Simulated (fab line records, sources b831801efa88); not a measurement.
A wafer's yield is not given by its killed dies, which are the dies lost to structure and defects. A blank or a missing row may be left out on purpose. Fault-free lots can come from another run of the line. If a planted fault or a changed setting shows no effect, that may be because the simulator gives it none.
Code-filled problem report in 8D (eight disciplines) form || flow sky130 || the parts of the form that need people (team, actions taken, sign-off) are left out

## 1. WHAT IS WRONG
VIA2_HDPCVD_THK at SKY_VIA2_THK_MEAS_01 reads a mean of 939 nm on 3 wafers of 2 lots; wafers without a fault read 1177 nm with a standard deviation of 12. That puts it -20 standard deviations away from the usual mean.
Earliest sighting: wafer L562.5 on film metro-02 at day 37 04:02. At this step, 35 wafers from 12 lots have a number in the record. By rule, "out" or "out of limits" means more than 4 standard deviations away from the usual mean. Any other wafer with a number is counted as sound.

## 2. WHAT IT IS; WHAT IT IS NOT
{"question": "which readings at this step", "is": "VIA2_HDPCVD_THK", "is not": "-"}
{"question": "which lots", "is": "L562, L566", "is not": "L558, L561, L567, L573, L574, L575, L576, L577, L579, L580"}
{"question": "which wafers of those lots", "is": "L562.5, L566.2, L566.6", "is not": "L562.1, L566.1"}
{"question": "read on which gauges", "is": "film metro-02, film metro-03", "is not": "film metro-01"}
{"question": "when", "is": "from day 37 04:02", "is not": "up to then (7 sound wafers); but 25 sound wafers of L566, L567, L573, L574, L575, L576, L577, L579, L580 came after"}

## 3. SUSPECTS, AND WHAT RULES EACH OUT
Counting: a tool at a process step up to the reading stays a suspect if it ran every lot that is out. Sound lots after the first of them don't rule it out here, since some wafers of a struck lot are sound.
- ruled out: the gauge at SKY_VIA2_THK_MEAS_01. Those wafers that are out were read across 2 gauges (film metro-02, film metro-03).
- cvd w-02 at SKY_VIA1_CVD_21 (deposits W, target thk 270 nm, time 80.902 s): kept. Every lot that is out went through it, the first being L562 (day 36 00:14); the last sound lot it ran before that was L561 (day 35 00:20).
- hdpcvd-02 at SKY_VIA2_HDPCVD_00 (deposits SiO2, target thk 1180 nm, time 196.7 s): kept. Every lot that is out went through it, the first being L562 (day 37 03:55); the last sound lot it ran before that was L561 (day 36 04:17). Its own readings are out on those wafers: run length s.
- At SKY_VIA2_HDPCVD_00, inside hdpcvd-02: chamber 2 took the wafers that are out, while their sound lot-mates went through chambers 0, 1.
The count leaves hdpcvd-02 at SKY_VIA2_HDPCVD_00 and cvd w-02 at SKY_VIA1_CVD_21.

## 4. THE CAUSE (what the simulator had put in)
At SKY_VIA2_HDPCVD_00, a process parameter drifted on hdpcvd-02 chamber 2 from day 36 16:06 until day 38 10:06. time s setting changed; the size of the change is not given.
After counting, 2 suspects remain, this tool included.

## 5. THE EFFECT CHAIN, in route order
Rows list readings where the struck wafers' mean (over those with a number) sits beyond 3 standard deviations from the usual. Only readings for which the record gives a usual standard deviation are gone through. hours: the time from each lot's start at the first step in this table that gives one to its start at this step, as a median over the lots. sigmas: the change in usual standard deviations.
{"hours": 0, "step": "SKY_VIA2_HDPCVD_00", "reading": "run length s", "usual": "224.7 s", "on struck wafers": 186.1, "change": -38.6, "sigmas": -73}
{"hours": 0, "step": "SKY_VIA2_THK_MEAS_01", "reading": "VIA2_HDPCVD_THK", "usual": "1177 nm", "on struck wafers": 939, "change": -238, "sigmas": -20}
It contains these process steps:
- SKY_VIA2_HDPCVD_00: deposits SiO2, target thk 1180 nm, time 196.7 s.

## 6. HOW IT WOULD HAVE BEEN CAUGHT EARLIER
The first out-of-limits reading at a measuring or inspecting step in this record came at day 37 04:02, 12 hours after the fault's start at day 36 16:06.
The tool's own readings at SKY_VIA2_HDPCVD_00 were out on every struck wafer that the step has a row for (run length s): an alarm limit on them would have fired on the first of those.
L566, from the lots that are out (2), started SKY_VIA2_HDPCVD_00 on hdpcvd-02 later than day 37 04:02. Holding the tool at that time would have saved it.
